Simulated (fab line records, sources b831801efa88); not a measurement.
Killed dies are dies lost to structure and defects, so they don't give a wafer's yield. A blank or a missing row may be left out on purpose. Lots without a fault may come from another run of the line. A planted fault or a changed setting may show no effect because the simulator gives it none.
Chamber matching | flow sky130 | SKY_POLY_GATE_ETCH_16 on rie_diel-04: 4 sister chambers
The step etches Si3N4 in CH3F/O2, stops on poly-Si, time 147.5 s, target depth 75 nm. 14 wafers are shown with their chamber, then 7 later ones without.

WAFERS WITH THEIR CHAMBER
wafer  | chamber | drypump_motor_current_A (A) | throttle_valve_pct (%) | oes_product_au (a.u.)
L580.2 | 0       | 6.0                         | 10.511                 | 0.641
L580.3 | 2       | 5.8                         | 10.538                 | 0.639
L580.6 | 0       | 6.0                         | 10.531                 | 0.629
L585.2 | 3       | 6.5                         | 10.516                 | 0.639
L585.5 | 0       | 6.1                         | 10.525                 | 0.643
L585.6 | 1       | 5.5                         | 10.525                 | 0.637
L588.1 | 2       | 5.8                         | 10.528                 | 0.640
L588.3 | 0       | 6.0                         | 10.535                 | 0.637
L588.5 | 1       | 5.5                         | 10.529                 | 0.641
L589.1 | 0       | 6.0                         | 10.528                 | 0.636
L589.4 | 1       | 5.5                         | 10.543                 | 0.632
L589.6 | 3       | 6.4                         | 10.532                 | 0.633
L590.1 | 1       | 5.5                         | 10.528                 | 0.644
L590.3 | 2       | 5.8                         | 10.550                 | 0.638

SIGNATURES (means of the wafers above)
reading                 | chamber 0 | chamber 1 | chamber 2 | chamber 3 | scatter within a chamber
drypump_motor_current_A | 6.020     | 5.500     | 5.800     | 6.450     | 0.0361
throttle_valve_pct      | 10.52600  | 10.53125  | 10.53867  | 10.52400  | 0.00948
oes_product_au          | 0.63720   | 0.63850   | 0.63900   | 0.63600   | 0.00467
Rule: a wafer's distance from a chamber is the root of the sum, over the readings, of the square of ((its reading less the chamber's mean) divided by the reading's scatter). The wafer belongs to the nearest chamber; if the next one is less than 2 further off, it can't be placed. The scatter: the root of (the sum of the squares of (reading less its chamber's mean) over the shown wafers, divided by (wafers less chambers)).

WAFERS WITHOUT THEIR CHAMBER
wafer  | drypump_motor_current_A (A) | throttle_valve_pct (%) | oes_product_au (a.u.)
L590.5 | 6.0                         | 10.537                 | 0.646
L598.1 | 5.5                         | 10.540                 | 0.640
L598.4 | 5.9                         | 10.532                 | 0.635
L598.6 | 6.5                         | 10.528                 | 0.630
L599.2 | 6.1                         | 10.531                 | 0.639
L599.3 | 6.5                         | 10.538                 | 0.646
L599.6 | 5.5                         | 10.546                 | 0.640

WHICH CHAMBER EACH WENT THROUGH
wafer  | from the rows above     | in truth
L590.5 | 0                       | 0
L598.1 | 1                       | 1
L598.4 | can't be placed: 2 or 0 | 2
L598.6 | 3                       | 3
L599.2 | 0                       | 0
L599.3 | 3                       | 3
L599.6 | 1                       | 1
Placed correctly: 6 of 7. Can't be placed from these rows: 1 (the true chamber is among the candidates in 1). Placed wrongly: 0.
